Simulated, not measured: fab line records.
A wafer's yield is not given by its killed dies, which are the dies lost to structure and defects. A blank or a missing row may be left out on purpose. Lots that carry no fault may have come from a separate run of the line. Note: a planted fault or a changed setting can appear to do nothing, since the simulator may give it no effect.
The tool behind it: which one? | flow sky130 | 24 lots, 72 wafers sampled, at 2 steps of a route of 708

WHAT THE GAUGES READ, wafer by wafer
SKY_LOCAL_INTERCONNECT_THK_MEAS_02: measures by xrf.
lot  | measured     | on            | LOCAL_INTERCONNECT_TIN_THK (nm)
L074 | day 28 23:44 | film-metro-02 | 102.5 101.2 100.5
L075 | day 29 09:26 | film-metro-04 | 102.2 101.0 101.7
L076 | day 29 13:41 | film-metro-02 | 101.9 102.9 103.3
L077 | day 30 04:10 | film-metro-04 | 101.8 103.1 102.3
L078 | day 30 13:25 | film-metro-04 | 102.4 102.9 102.7
L079 | day 30 15:22 | film-metro-02 | 101.6 103.8 103.5
L080 | day 31 07:53 | film-metro-02 | 103.7 101.1 101.5
L081 | day 31 15:50 | film-metro-02 | 102.6 103.2 103.7
L082 | day 31 21:31 | film-metro-04 | 102.8 103.6 103.8
L083 | day 32 05:40 | film-metro-04 | 103.5 104.4 102.2
L084 | day 32 13:57 | film-metro-04 | 103.1 102.8 102.3
L085 | day 32 22:31 | film-metro-01 | 104.5 105.6 105.5
L086 | day 33 09:52 | film-metro-02 | 100.7 100.9 102.3
L087 | day 33 21:28 | film-metro-02 | 101.7 102.6 102.0
L089 | day 34 02:16 | film-metro-02 | 103.1 102.2 102.7
L088 | day 34 03:34 | film-metro-01 | 104.7 104.3 105.7
L091 | day 34 21:11 | film-metro-02 | 101.0 99.9 99.5
L092 | day 34 23:32 | film-metro-02 | 102.9 103.7 102.0
L090 | day 34 23:53 | film-metro-02 | 101.6 102.0 101.2
L093 | day 35 06:49 | film-metro-04 | 101.8 104.7 103.9
L094 | day 35 13:30 | film-metro-01 | 102.2 103.0 103.3
L095 | day 36 00:04 | film-metro-01 | 104.1 102.3 104.5
L096 | day 36 02:38 | film-metro-01 | 103.7 103.7 103.8
L097 | day 36 11:07 | film-metro-04 | 104.2 102.0 103.7

SKY_CONTACT_RS_MEAS_25: the measuring method here is four-point-probe.
lot  | measured     | on            | CONTACT_W_RS (ohm/sq)
L074 | day 31 09:26 | film-metro-01 | 0.341 0.337 0.342
L075 | day 31 19:19 | film-metro-03 | 0.344 0.343 0.342
L076 | day 31 23:19 | film-metro-04 | 0.341 0.343 0.339
L077 | day 32 12:56 | film-metro-01 | 0.340 0.337 0.334
L078 | day 32 22:17 | film-metro-04 | 0.339 0.333 0.336
L079 | day 32 23:34 | film-metro-01 | 0.345 0.338 0.339
L080 | day 33 15:56 | film-metro-04 | 0.338 0.338 0.339
L081 | day 33 23:26 | film-metro-04 | 0.341 0.341 0.340
L082 | day 34 05:32 | film-metro-03 | 0.344 0.344 0.346
L083 | day 34 14:28 | film-metro-04 | 0.342 0.340 0.344
L084 | day 34 21:35 | film-metro-03 | 0.341 0.336 0.341
L085 | day 35 06:16 | film-metro-04 | 0.340 0.343 0.339
L086 | day 35 16:56 | film-metro-04 | 0.338 0.334 0.341
L087 | day 36 04:26 | film-metro-04 | 0.342 0.345 0.340
L089 | day 36 08:43 | film-metro-04 | 0.343 0.337 0.336
L088 | day 36 11:01 | film-metro-01 | 0.338 0.338 0.334
L091 | day 37 04:45 | film-metro-03 | 0.343 0.342 0.346
L092 | day 37 06:58 | film-metro-03 | 0.339 0.338 0.340
L090 | day 37 08:26 | film-metro-04 | 0.344 0.344 0.346
L093 | day 37 13:43 | film-metro-04 | 0.338 0.338 0.339
L094 | day 37 21:26 | film-metro-04 | 0.339 0.340 0.334
L095 | day 38 07:19 | film-metro-03 | 0.345 0.345 0.347
L096 | day 38 09:54 | film-metro-04 | 0.343 0.345 0.342
L097 | day 38 17:59 | film-metro-01 | 0.336 0.332 0.331

WHICH TOOL RAN EACH LOT (tool, then ch and the chambers of the sampled wafers, then the start)
Before these readings, the record contains no process step.

AS READ BY THE TOOLS THEMSELVES (means over the sampled wafers that have a number; for cases with no such wafer, the mark the record gives instead)
The record holds no such reading with a usual standard deviation.

THE ANSWER, worked out from the rows above alone
Rule: the usual values come from the lots themselves. The widest of any qualifying gaps counts: lots, ordered by their means at a reading, are off when they make up no more than a third of the lots, leave a main group of 4 or more, and stand apart from it by 3 or more times the standard deviation of that group's means. Not used: any main group whose means are identical at the precision the tables above print for the reading. Also off: a lot with no number at a reading for which 4 or more lots have one. Any other lot the step has rows for is counted as sound. Order of review: gauges by route order, followed by the tools' own readings, for which a lot's mean as printed above is used. At the first step where some lot is off, the reading lying furthest off is the one used; lots without a number count as furthest.
No lot is off at any reading shown: from this, nothing can be told.

WHAT HAD BEEN PUT IN BY THE SIMULATOR
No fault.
